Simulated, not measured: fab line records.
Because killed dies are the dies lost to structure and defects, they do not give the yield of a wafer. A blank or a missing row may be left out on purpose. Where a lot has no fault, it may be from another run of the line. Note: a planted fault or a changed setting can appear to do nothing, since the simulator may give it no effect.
Matching of chambers | flow gf180mcu | GF_V2_CMP_04 on cmp-01 has 4 sister chambers
The step polishes SiO2. 30 wafers are shown with their chamber, then 12 later ones without.

== WAFERS, EACH WITH ITS CHAMBER ==
wafer  | chamber | motor_current_A (A) | time_to_endpoint_s (s)
L076.1 | 2       | 11.5                | 74
L076.2 | 0       | 12.3                | 78
L076.6 | 0       | 12.0                | 82
L078.1 | 3       | 11.6                | 79
L078.2 | 0       | 12.0                | 85
L078.3 | 1       | 13.2                | 86
L079.2 | 2       | 11.8                | 86
L079.3 | 0       | 12.3                | 83
L079.6 | 1       | 12.7                | 94
L082.3 | 1       | 12.6                | 85
L082.4 | 0       | 11.8                | 85
L082.5 | 0       | 12.2                | 92
L083.1 | 3       | 12.4                | 80
L083.3 | 2       | 11.8                | 76
L083.6 | 3       | 11.1                | 84
L084.1 | 2       | 11.6                | 77
L084.2 | 0       | 11.6                | 79
L084.4 | 3       | 12.0                | 84
L085.2 | 0       | 12.0                | 85
L085.5 | 2       | 12.0                | 83
L085.6 | 3       | 11.9                | 87
L087.3 | 0       | 12.1                | 84
L087.4 | 1       | 12.3                | 91
L087.5 | 2       | 11.2                | 83
L088.3 | 2       | 11.0                | 85
L088.4 | 3       | 11.9                | 87
L088.5 | 3       | 10.8                | 91
L090.3 | 1       | 12.8                | 82
L090.5 | 2       | 11.0                | 86
L090.6 | 1       | 12.9                | 98

SIGNATURES (averages over the wafers above)
reading            | chamber 0 | chamber 1 | chamber 2 | chamber 3 | scatter within a chamber
motor_current_A    | 12.033    | 12.750    | 11.488    | 11.671    | 0.379
time_to_endpoint_s | 83.67     | 89.33     | 81.25     | 84.57     | 4.74
Rule: a wafer lies at a distance from a chamber equal to the root of the sum of squares, over the readings, of (its reading less the chamber's mean, divided by the reading's scatter). The wafer belongs to the nearest chamber; if the next one is less than 2 further off, it can't be placed. How the scatter is found: for the shown wafers, subtract from each reading the mean of its chamber, square and add these, divide the total by (wafers less chambers), then take the root.

== WAFERS WITHOUT THEIR CHAMBER ==
wafer  | motor_current_A (A) | time_to_endpoint_s (s)
L091.2 | 12.8                | 81
L091.3 | 11.6                | 85
L091.4 | 11.8                | 81
L093.2 | 10.9                | 85
L093.3 | 12.0                | 81
L093.5 | 11.4                | 86
L096.3 | 12.2                | 75
L096.5 | 11.5                | 76
L096.6 | 10.9                | 78
L097.1 | 12.2                | 84
L097.2 | 12.4                | 80
L097.4 | 11.4                | 85

== THE CHAMBER EACH PASSED THROUGH ==
wafer  | from the rows above               | in truth
L091.2 | can't be placed: 1 or 0 or 3 or 2 | 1
L091.3 | can't be placed: 3 or 2 or 0      | 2
L091.4 | can't be placed: 2 or 3 or 0      | 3
L093.2 | can't be placed: 2 or 3 or 0      | 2
L093.3 | can't be placed: 0 or 3 or 2      | 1
L093.5 | can't be placed: 3 or 2 or 0      | 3
L096.3 | can't be placed: 0 or 2 or 3 or 1 | 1
L096.5 | can't be placed: 2 or 3 or 0      | 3
L096.6 | can't be placed: 2 or 3 or 0      | 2
L097.1 | can't be placed: 0 or 3 or 1 or 2 | 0
L097.2 | can't be placed: 0 or 3 or 1 or 2 | 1
L097.4 | can't be placed: 3 or 2 or 0      | 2
Correct placement for 0 of the 12. Not placeable from these rows: 12 (in 11, the candidates include the true chamber). 0 placed wrongly.
